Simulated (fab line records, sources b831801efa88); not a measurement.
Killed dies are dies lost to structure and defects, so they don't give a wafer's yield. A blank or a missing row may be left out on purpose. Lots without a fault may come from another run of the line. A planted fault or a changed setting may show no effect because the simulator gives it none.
Which tool did it? | flow sfq_line | 7 lots, 21 wafers sampled, at 5 steps of a route of 325

WHAT THE GAUGES READ, wafer by wafer
SFQ_M8_THK_MEAS_950: measures by xrf.
lot  | measured     | on            | M8_AU_THK (nm)
L125 | day 68 10:16 | film_metro-01 | 187.1 181.7 186.8
L127 | day 68 23:17 | film_metro-04 | 182.8 183.3 185.5
L130 | day 70 02:50 | film_metro-03 | 183.7 179.6 184.8
L132 | day 70 18:47 | film_metro-03 | 181.8 187.8 184.5
L134 | day 74 07:10 | film_metro-01 | 182.8 179.5 180.9
L139 | day 75 01:02 | film_metro-01 | 178.4 183.3 180.8
L144 | day 78 15:33 | film_metro-04 | 181.4 182.1 184.2

WHICH TOOL RAN EACH LOT (tool, then ch and the chambers of the sampled wafers, then the start)
lot  | SFQ_TRILAYER_I5_STRIP_STRIP_148   | SFQ_TRILAYER_I7_CMP_CMP_184   | SFQ_TRILAYER_I7_METRO_MEASURE_185 | SFQ_TRILAYER_I7_VIA_ETCH_VIA_ETCH_190
L125 | rie_metal-04 ch 0,1, day 53 03:01 | cmp-02 ch 1,3, day 64 03:58   | film_metro-02, day 64 06:47       | rie_diel-03 ch 0,2, day 68 04:29
L127 | rie_metal-04 ch 0, day 53 15:01   | cmp-01 ch 1,2,3, day 64 17:36 | film_metro-02, day 64 20:43       | rie_diel-01 ch 0,1,3, day 68 18:42
L130 | rie_metal-03 ch 0,1, day 55 03:01 | cmp-02 ch 0,1,2, day 65 13:00 | film_metro-03, day 65 16:07       | rie_diel-04 ch 0,2,3, day 69 18:42
L132 | rie_metal-04 ch 0,1, day 55 23:51 | cmp-02 ch 0,1,3, day 66 05:22 | film_metro-02, day 66 08:41       | rie_diel-01 ch 0,2,3, day 70 14:04
L134 | rie_metal-02 ch 0,1, day 56 13:15 | cmp-02 ch 0,1, day 70 04:06   | film_metro-02, day 70 07:37       | rie_diel-01 ch 0,1,3, day 74 02:26
L139 | rie_metal-03 ch 0,1, day 57 16:39 | cmp-01 ch 1,2,3, day 71 05:52 | film_metro-03, day 71 08:23       | rie_diel-04 ch 1,2,3, day 74 20:26
L144 | rie_metal-02 ch 0,1, day 58 15:15 | cmp-01 ch 0,1,2, day 71 18:50 | film_metro-03, day 71 21:57       | rie_diel-04 ch 0,1,2, day 75 12:05
- SFQ_TRILAYER_I5_STRIP_STRIP_148: strips in O2.
- SFQ_TRILAYER_I7_CMP_CMP_184: polishes SiO2.
- SFQ_TRILAYER_I7_METRO_MEASURE_185
- SFQ_TRILAYER_I7_VIA_ETCH_VIA_ETCH_190: etches SiO2 in CHF3, stops on Nb, target depth 260 nm.

THE ANSWER, worked out from the rows above alone
Rule: what is usual is taken from the lots themselves. Put in order of their means at a reading, lots are off if they are a third of the lots or fewer, leave a main group of 4 or more, and stand apart from it by a gap of 3 or more times the standard deviation of the main group's means; of several such gaps the widest counts. A main group whose means are all the same, to the digits that the tables above print for the reading, isn't used. A lot without any number at a reading at which 4 lots or more have one is off too. The other lots that the step has rows for count as sound.
No lot is off at any reading shown: from this, nothing can be told.

WHAT THE SIMULATOR HAD PUT IN
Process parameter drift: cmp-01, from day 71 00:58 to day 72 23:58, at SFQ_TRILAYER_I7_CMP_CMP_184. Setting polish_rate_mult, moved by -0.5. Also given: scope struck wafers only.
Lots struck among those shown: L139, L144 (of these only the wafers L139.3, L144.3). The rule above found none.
